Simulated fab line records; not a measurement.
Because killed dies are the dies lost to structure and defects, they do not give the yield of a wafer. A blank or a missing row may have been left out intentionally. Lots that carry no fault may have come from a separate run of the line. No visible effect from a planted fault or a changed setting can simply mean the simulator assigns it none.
8D (eight disciplines) problem report, filled in by code	flow sfqLine	the parts of the form that need people (team, actions taken, sign-off) are left out

== 1. THE ISSUE ==
Wafers without a fault read 594.0 W, standard deviation 2.7; rfFwdPowerW at SFQ_TRILAYER_M5_BARC_OPEN_METAL_ETCH_161 reads a mean of 834.1 W on 3 wafers belonging to 2 lots. Measured from the usual mean, that is +89 standard deviations.
The step: etches BARC in O2, target depth 125 nm, time 41.7 s.
Seen first at day 61 09:41 on rieMetal-03, wafer L140.3. Wafers with a number at this step in the record: 42, from 14 lots. By rule, "out" or "out of limits" means more than 4 standard deviations away from the usual mean. Any other wafer with a number is counted as sound.

== 2. WHAT IT IS, WHAT IT ISN'T ==
question	is	is not
which readings at this step	rfFwdPowerW	drypumpMotorCurrentA, oesProductAu
which lots	L140, L141	L129, L130, L131, L132, L134, L137, L144, L148, L149, L150, L151, L152
which wafers of those lots	L140.3, L140.5, L141.6	L140.1, L141.1, L141.5
read on which tools	rieMetal-03	rieMetal-01, rieMetal-02
when	from day 61 09:41	up to then (19 sound wafers); but 20 sound wafers of L141, L144, L148, L149, L150, L151, L152 came after

== 3. SUSPECTS, AND WHAT RULES EACH OUT ==
Counting: a tool at a process step up to the reading stays a suspect if it ran every lot that is out. Sound lots after the first of them don't rule it out here, since some wafers of a struck lot are sound.
- rieMetal-02 at SFQ_TRILAYER_M3_BARC_OPEN_METAL_ETCH_100 (etches BARC in O2, target depth 125 nm, time 41.7 s): kept. Ran every lot that is out, first one L140 (day 41 05:25); last sound lot up to then L137 (day 40 06:35).
- rieMetal-03 at SFQ_TRILAYER_M5_BARC_OPEN_METAL_ETCH_161 (etches BARC in O2, target depth 125 nm, time 41.7 s): kept. Ran every lot that is out, first one L140 (day 61 09:41); last sound lot up to then L132 (day 55 15:51). Its own rfFwdPowerW readings are out on those wafers.
- Within rieMetal-03 at SFQ_TRILAYER_M5_BARC_OPEN_METAL_ETCH_161: the wafers that are out ran in chamber 0; their sound lot-mates ran in chamber 1.
Left after counting: rieMetal-02 at SFQ_TRILAYER_M3_BARC_OPEN_METAL_ETCH_100, rieMetal-03 at SFQ_TRILAYER_M5_BARC_OPEN_METAL_ETCH_161.

== 4. THE CAUSE (what the simulator had put in) ==
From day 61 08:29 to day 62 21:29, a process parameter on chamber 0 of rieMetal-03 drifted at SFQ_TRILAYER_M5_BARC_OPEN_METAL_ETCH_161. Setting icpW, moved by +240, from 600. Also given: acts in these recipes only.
2 suspects survive the count, and this tool is in that group.

== 5. THE EFFECT CHAIN, in route order ==
One row per reading whose mean, taken over the struck wafers that have a number, lies over 3 standard deviations from the usual. Readings are gone through only where the record gives a usual standard deviation; hours: the median, over the lots, of the time from a lot's start at the first step in this table giving one to that lot's start at this step; sigmas: the change measured in usual standard deviations.
hours	step	reading	usual	on struck wafers	change	sigmas
0	SFQ_TRILAYER_M5_BARC_OPEN_METAL_ETCH_161	rfFwdPowerW	594.0 W	834.1	+240.1	+89
The process steps in it:
- SFQ_TRILAYER_M5_BARC_OPEN_METAL_ETCH_161: etches BARC in O2, target depth 125 nm, time 41.7 s.
Later steps that measure or inspect, where all struck wafers having a row at the step show a number for every such reading and not one has moved that far: SFQ_R5_RS_MEAS_933.

== 6. WHAT WOULD HAVE CAUGHT IT SOONER ==
In this record the first reading out of limits was taken at day 61 09:41, 1 hour after the fault began at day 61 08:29.
